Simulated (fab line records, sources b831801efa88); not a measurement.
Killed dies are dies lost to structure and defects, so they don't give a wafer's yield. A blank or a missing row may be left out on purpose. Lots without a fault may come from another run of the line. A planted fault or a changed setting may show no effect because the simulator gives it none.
fab line records | flow sky130
record lots=11 wafers=33 last_day=50
route steps=708 shown CAPM@549 METAL3@569 CAP2M@603 PAD_OPEN@708
lots that met no fault: from a run of the same line without faults
start_h: hours from the record's first day to the start of the lot's first wafer shown | wait_h: hours since the lot's step before | " the same as in the row above | L1.1+2: a row that stands for several wafers | - no value, or no start given | * or withheld: withheld | < > ~ a bound
route shown NAME@n: a module of which the file shows steps, and the number in the route of the first | usual: mean/standard deviation of fault-free wafers | same: alike in all rows | chamber/n: place in a boat | sites: the reading at each site | _std_site: their standard deviation | _edge_site: outer sites' mean less inner sites' | radius_mm: how far each site lies from the wafer's centre | mask NAME#n: copy n | behind: the tool/chamber that last shaped the wafer | hold: why the lot was held/for how many hours/how that ended | device: the transistor (n, p or np) that didn't switch | end of line: the same wafers' tests at the end of the route | a step without rows: its recipe alone | killed: dies lost to structure and defects at the first sort, not the wafer's yield | map: a wafer's dies, x killed, . not, _ none there
set.NAME: the setting as run; set.NAME@STEP: as run at that earlier step | model.NAME: the simulator's own value behind a step, which no gauge read
steps of the route over a sample of lots; a table a step, a row a wafer
services: from which hour (start_h, from the record's first day; less than 0 if before it) a tool's chamber was out of use, for how many hours, and why
## steps
# step SKY_CAPM_OVL_MEAS_12
# usual CAPM_OVL=-0.7/1.4
# columns lot.wafer tool chamber start_h wait_h CAPM_OVL[nm]
L695.3 overlay-01 - 876.25 0.1 0.9
L695.4 " - " " 0.0
L695.6 " - " " 0.5
L697.1 overlay-01 - 907.46 0.1 -1.3
L697.3 " - " " -0.6
L697.5 " - " " -1.4
L698.1 overlay-01 - 922.84 0.1 -0.1
L698.5 " - " " -0.3
L698.6 " - " " 0.4
L701.2 overlay-02 - 937.11 0.1 -2.5
L701.4 " - " " -1.2
L701.6 " - " " -1.3
L702.1 overlay-01 - 948.39 0.1 -2.3
L702.2 " - " " -1.1
L702.3 " - " " -2.6
L703.1 overlay-02 - 955.71 0.1 2.3
L703.3 " - " " 2.4
L703.6 " - " " 1.9
L704.2 overlay-01 - 955.85 0.1 0.4
L704.4 " - " " -1.5
L704.5 " - " " -0.4
L710.1 overlay-02 - 990.04 0.1 -2.7
L710.2 " - " " -1.5
L710.4 " - " " -1.4
L712.1 overlay-02 - 1003.89 0.1 -1.9
L712.5 " - " " -1.4
L712.6 " - " " -2.0
L714.2 overlay-01 - 1020.41 0.1 0.6
L714.4 " - " " -2.2
L714.5 " - " " -0.5
L715.1 overlay-01 - 1028.09 0.1 1.4
L715.3 " - " " -1.1
L715.6 " - " " -0.3
# step SKY_METAL3_STRIP_19
# recipe chemistry=O2/N2 power_w=1400 pressure_mtorr=1500 platen_temp_c=withheld o2_flow_sccm=3000 n2_flow_sccm=300 overash_fraction=0.5
# usual drypump_motor_current_A=5.33/0.28 oes_product_au=0.509/0.0058 strip_time_to_endpoint_s=6.70/0.093
# columns lot.wafer tool chamber start_h wait_h drypump_motor_current_A oes_product_au rf_hours_counter_h strip_time_to_endpoint_s
L695.3 plasma_asher-01 0 902.87 0.1 5.52 0.525 - 6.80
L695.4 " 1 " " 5.20 0.511 - 6.75
L695.6 " 1 " " 5.19 0.512 - 6.80
L697.1 plasma_asher-03 0 933.39 0.1 4.78 0.497 18 6.49
L697.3 " 0 " " 4.81 0.502 - 6.52
L697.5 " 1 " " 5.49 0.507 - 6.54
L698.1 plasma_asher-03 0 948.79 0.1 4.79 0.505 19 6.70
L698.5 " 0 " " 4.79 0.509 - 6.73
L698.6 " 1 " " 5.50 0.504 - 6.65
L701.2 plasma_asher-04 0 961.69 0.1 5.28 0.507 53 6.81
L701.4 " 1 " " 5.62 0.515 - 6.74
L701.6 " 0 " " 5.30 0.512 - 6.75
L702.1 plasma_asher-03 1 973.32 0.1 5.49 0.520 22 6.72
L702.2 " 0 " " 4.79 0.504 22 6.65
L702.3 " 0 " " 4.79 0.503 - 6.68
L703.1 plasma_asher-04 1 980.49 0.1 5.61 0.506 55 6.65
L703.3 " 1 " " 5.61 0.499 - 6.52
L703.6 " 1 " " 5.62 0.511 - 6.69
L704.2 plasma_asher-04 1 980.83 0.1 5.63 0.517 55 6.74
L704.4 " 1 " " 5.62 0.505 - 6.73
L704.5 " 0 " " 5.31 0.516 - 6.75
L710.1 plasma_asher-03 0 1013.92 0.1 4.77 0.515 27 6.65
L710.2 " 1 " " 5.53 0.501 27 6.55
L710.4 " 0 " " 4.80 0.505 - 6.65
L712.1 plasma_asher-04 0 1028.27 0.1 5.31 0.511 60 6.77
L712.5 " 0 " " 5.31 0.514 - 6.78
L712.6 " 1 " " 5.62 0.511 - 6.75
L714.2 plasma_asher-04 1 1043.93 0.1 5.63 0.502 62 6.67
L714.4 " 1 " " 5.64 0.514 - 6.75
L714.5 " 0 " " 5.33 0.508 - 6.66
L715.1 plasma_asher-01 1 1050.98 0.1 5.20 0.509 91 6.71
L715.3 " 0 " " 5.48 0.512 - 6.77
L715.6 " 0 " " 5.50 0.517 - 6.78
# step SKY_CAP2M_CVD_00
# recipe material=SiO2 target_thk_nm=15.5 temp_c=400 time_s=withheld rf_w=450
# usual heater_power_outer_w=406/51 heater_power_w=698/72 rf_fwd_power_W=442.0/2 susceptor_temp_C=399.96/0.2
# columns lot.wafer tool chamber start_h wait_h heater_power_outer_w heater_power_w rf_fwd_power_W susceptor_temp_C
L695.3 pecvd-04 0 931.21 0.0 418 731 443.7 400.03
L695.4 " 2 " " 308 598 441.1 399.91
L695.6 " 1 " " 365 644 439.9 399.90
L697.1 pecvd-01 1 960.07 0.0 445 745 442.5 400.16
L697.3 " 0 " " 437 671 440.8 400.03
L697.5 " 2 " " 312 558 445.9 399.99
L698.1 pecvd-03 0 975.55 0.0 401 710 440.9 400.36
L698.5 " 1 " " 423 713 443.7 400.00
L698.6 " 2 " " 429 719 444.7 399.84
L701.2 pecvd-01 2 988.47 0.0 264 484 443.6 399.84
L701.4 " 2 " " 268 498 443.2 399.96
L701.6 " 1 " " 509 834 443.7 399.74
L702.1 pecvd-03 2 999.96 0.0 458 775 443.6 399.70
L702.2 " 0 " " 440 719 439.4 399.84
L702.3 " 0 " " 435 732 440.3 400.11
L703.1 pecvd-01 2 1006.82 0.0 347 620 443.6 400.12
L703.3 " 0 " " 426 668 442.0 400.10
L703.6 " 1 " " 505 858 444.1 399.96
L704.2 pecvd-04 2 1007.26 0.0 379 663 443.1 399.88
L704.4 " 2 " " 383 678 441.6 399.77
L704.5 " 1 " " 399 692 439.4 399.80
L710.1 pecvd-04 2 1039.81 0.0 375 673 443.1 400.10
L710.2 " 1 " " 350 633 439.1 400.35
L710.4 " 1 " " 357 651 438.3 399.95
L712.1 pecvd-04 2 1052.87 0.0 342 631 441.7 399.86
L712.5 " 2 " " 350 621 441.4 399.72
L712.6 " 1 " " 367 643 437.5 399.54
L714.2 pecvd-03 1 1067.92 0.0 382 660 440.9 399.58
L714.4 " 1 " " 377 661 441.1 399.91
L714.5 " 0 " " 460 764 441.1 400.12
L715.1 pecvd-03 2 1075.44 0.0 366 651 443.5 399.96
L715.3 " 0 " " 401 701 439.4 399.59
L715.6 " 2 " " 372 662 442.7 400.03
# step SKY_CAP2M_SPUTTER_02
# recipe material=TiN target_thk_nm=200 temp_c=300 power_w=6500 time_s=166.7 chamber_pressure_pa=0.4
# usual cathode_dc_power_W=6500.0/1.2 susceptor_temp_C=300.03/0.2 throttle_valve_pct=29.7/1.1
# columns lot.wafer tool chamber start_h wait_h cathode_dc_power_W susceptor_temp_C throttle_valve_pct
L695.3 pvd_sputter-02 - 931.29 0.0 6499.9 300.15 31.4
L695.4 " - " " 6501.1 299.73 29.5
L695.6 " - " " 6501.0 300.04 31.1
L697.1 pvd_sputter-02 - 960.15 0.1 6501.6 300.09 31.4
L697.3 " - " " 6499.8 299.94 29.3
L697.5 " - " " 6500.2 300.44 31.6
L698.1 pvd_sputter-02 - 975.63 0.1 6500.9 300.37 31.0
L698.5 " - " " 6500.5 300.10 28.8
L698.6 " - " " 6502.8 299.91 29.0
L701.2 pvd_sputter-01 - 988.55 0.0 6500.6 299.89 31.0
L701.4 " - " " 6498.9 299.80 30.8
L701.6 " - " " 6500.1 300.29 29.3
L702.1 pvd_sputter-01 - 1000.05 0.1 6500.5 299.83 30.9
L702.2 " - " " 6500.1 299.64 31.0
L702.3 " - " " 6499.9 300.02 29.2
L703.1 pvd_sputter-04 - 1006.90 0.1 6498.9 300.19 28.7
L703.3 " - " " 6500.1 300.23 29.2
L703.6 " - " " 6497.7 299.72 27.8
L704.2 pvd_sputter-02 - 1007.34 0.0 6500.9 299.93 29.7
L704.4 " - " " 6498.3 300.03 31.3
L704.5 " - " " 6499.4 299.90 30.4
L710.1 pvd_sputter-01 - 1039.89 0.1 6501.1 300.18 30.6
L710.2 " - " " 6500.2 299.95 29.5
L710.4 " - " " 6499.4 300.30 30.7
L712.1 pvd_sputter-01 - 1052.96 0.1 3516.2 300.18 29.3
L712.5 " - " " 3517.6 299.92 29.3
L712.6 " - " " 3516.1 299.95 30.9
L714.2 pvd_sputter-01 - 1068.01 0.0 3514.0 300.16 31.1
L714.4 " - " " 3517.0 299.74 29.1
L714.5 " - " " 3518.7 299.98 30.6
L715.1 pvd_sputter-02 - 1075.53 0.1 6501.4 300.22 30.2
L715.3 " - " " 6497.1 300.00 29.3
L715.6 " - " " 6499.3 300.32 29.1
# step SKY_CAP2M_RS_MEAS_03
# recipe thk_meas_gauge=four-point-probe reads=TiN_of_CAP2M_SPUTTER_02
# usual CAP2M_TIN_RS=6.88/0.076
# columns lot.wafer tool chamber start_h wait_h hold CAP2M_TIN_RS[ohm/sq]
L695.3 film_metro-01 - 931.44 0.1 - 6.92
L695.4 " - " " - 6.98
L695.6 " - " " - 6.96
L697.1 film_metro-03 - 960.26 0.1 - 6.89
L697.3 " - " " - 6.93
L697.5 " - " " - 6.89
L698.1 film_metro-01 - 975.74 0.1 - 6.90
L698.5 " - " " - 6.79
L698.6 " - " " - 6.85
L701.2 film_metro-03 - 988.68 0.1 - 6.96
L701.4 " - " " - 6.93
L701.6 " - " " - 6.87
L702.1 film_metro-03 - 1000.16 0.1 - 6.90
L702.2 " - " " - 6.75
L702.3 " - " " - 6.78
L703.1 film_metro-03 - 1007.01 0.1 - 6.95
L703.3 " - " " - 6.84
L703.6 " - " " - 6.83
L704.2 film_metro-04 - 1007.47 0.1 - 6.95
L704.4 " - " " - 6.97
L704.5 " - " " - 6.87
L710.1 film_metro-01 - 1040.00 0.1 - 6.73
L710.2 " - " " - 6.81
L710.4 " - " " - 6.69
L712.1 film_metro-04 - 1053.07 0.1 await_dispo/0.2h/release 12.82
L712.5 " - " " await_dispo/0.2h/release 12.92
L712.6 " - " " await_dispo/0.2h/release 12.43
L712.1 film_metro-04 - 1053.35 0.3 - 12.83
L712.5 " - " " - 12.93
L712.6 " - " " - 12.42
L714.2 film_metro-04 - 1068.13 0.1 await_dispo/0.2h/release 12.77
L714.4 " - " " await_dispo/0.2h/release 13.34
L714.5 " - " " await_dispo/0.2h/release 12.95
L714.2 film_metro-04 - 1068.42 0.3 - 12.77
L714.4 " - " " - 13.32
L714.5 " - " " - 12.97
L715.1 film_metro-04 - 1075.65 0.1 - 6.86
L715.3 " - " " - 6.94
L715.6 " - " " - 6.95
# step SKY_PAD_OPEN_PROBE_99
# usual defect_limited_yield=81.8/2 killed_at_M0_to_M3=44/7.5 killed_at_M4_up=3.3/1.8 killed_at_contacts=25/5.9 killed_at_front_end=16/4.7 killed_at_other=0.3/0.52 killed_dies=89/9.9 killed_open=49/7.8 killed_short=40/5.8 sort_bin_3_pad_short=0.9/0.43 sort_bin_5_function=10.8/1.5 sort_bin_6_memory=6.4/1.1 sort_n_pass=403/9.9 sort_yield_pct=81.8/2
# same gross_dies=492 killed_at_back_side=0 sort_bin_4_leakage[%]=0 sort_bin_8_speed[%]=0
# columns lot.wafer tool chamber start_h wait_h defect_limited_yield[%] killed_at_M0_to_M3 killed_at_M4_up killed_at_contacts killed_at_front_end killed_at_other killed_dies killed_open killed_short sort_bin_3_pad_short[%] sort_bin_5_function[%] sort_bin_6_memory[%] sort_n_pass sort_yield_pct[%]
L698.1 prober-01 - 1112.92 0.1 80.7 42 4 25 24 0 95 61 34 0.6 11.8 6.9 397 80.7
L698.5 prober-01 - 1113.12 0.2 82.3 42 1 26 18 0 87 46 40 1.2 10.0 6.5 405 82.3
L698.6 prober-01 - 1113.17 0.2 80.7 52 1 26 16 0 95 50 43 0.4 11.6 7.3 397 80.7
# killed by level:class
L698.1 VIA1:geometric_particle:open=15 FIELD_ISO:geometric_particle:open=11 LI_CONTACT:geometric_particle:open=9 VIA2:geometric_particle:open=9 LI_CONTACT:geometric_particle:short=5 VIA1:geometric_particle:short=5 POLY_GATE:geometric_particle:short=4 CONTACT:geometric_particle:short=4
L698.5 CONTACT:geometric_particle:open=8 LI_CONTACT:geometric_particle:open=7 POLY_GATE:geometric_particle:short=6 METAL2:geometric_particle:short=6 VIA1:geometric_particle:open=6 VIA2:geometric_particle:open=6 FIELD_ISO:geometric_particle:open=5 VIA1:geometric_particle:short=5
L698.6 VIA2:geometric_particle:open=9 METAL2:geometric_particle:short=8 LOCAL_INTERCONNECT:geometric_particle:short=7 CONTACT:geometric_particle:open=7 VIA1:geometric_particle:open=7 VIA2:geometric_particle:short=7 VIA3:geometric_particle:open=7 FIELD_ISO:geometric_particle:open=6
## services
# columns tool chamber start_h hours kind
pvd_sputter-02 - 882.27 3.4 repair
pecvd-01 2 907.90 21.3 repair
pecvd-01 - 909.52 1.5 repair
pvd_sputter-04 - 921.83 1.7 repair
pvd_sputter-02 - 933.33 1.2 repair
pvd_sputter-02 - 935.67 5.1 repair
pvd_sputter-04 - 942.29 3.1 repair
pecvd-04 0 945.69 11.0 repair
pecvd-04 - 946.34 2.8 pm
plasma_asher-04 - 955.71 0.8 repair
pecvd-03 - 955.75 1.6 repair
plasma_asher-03 - 956.20 0.9 repair
pvd_sputter-01 - 1002.92 2.7 repair
pecvd-03 - 1007.66 1.0 repair
plasma_asher-04 - 1025.61 0.6 repair
plasma_asher-01 - 1026.45 3.0 repair
plasma_asher-03 - 1036.94 0.7 repair
pecvd-03 0 1049.16 5.1 repair
pecvd-03 1 1051.84 4.2 repair
pvd_sputter-01 - 1052.08 0.5 repair
pvd_sputter-02 - 1056.55 1.4 repair
plasma_asher-03 - 1072.60 3.7 repair
pvd_sputter-04 - 1073.26 4.2 repair
pvd_sputter-01 - 1073.89 8.8 repair
## key
first_sign step=SKY_CAP2M_SPUTTER_02 reading=cathode_dc_power_W direction=down sigmas=99+ usual=6500.0 struck=3516.6
effect step=SKY_CAP2M_RS_MEAS_03 reading=visit direction=added
effect step=SKY_CAP2M_RS_MEAS_03 reading=CAP2M_TIN_RS direction=up sigmas=79 usual=6.88 struck=12.87
met_at SKY_CAP2M_SPUTTER_02
struck_lots L712,L714
scrapped_behind SKY_CAP2M_RS_MEAS_03 L712.1,L712.5,L712.6,L714.2,L714.4,L714.5
not_acting_at SKY_CAPM_OVL_MEAS_12,SKY_METAL3_STRIP_19,SKY_CAP2M_CVD_00
onset_between 1039.89 1052.96
fault kind=process_parameter_drift tool=pvd_sputter-01 chamber=- onset_h=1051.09 steps=SKY_CAP2M_SPUTTER_02 channel=power_w offset=* shape=step end_h=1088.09 acts_in=* stated=*
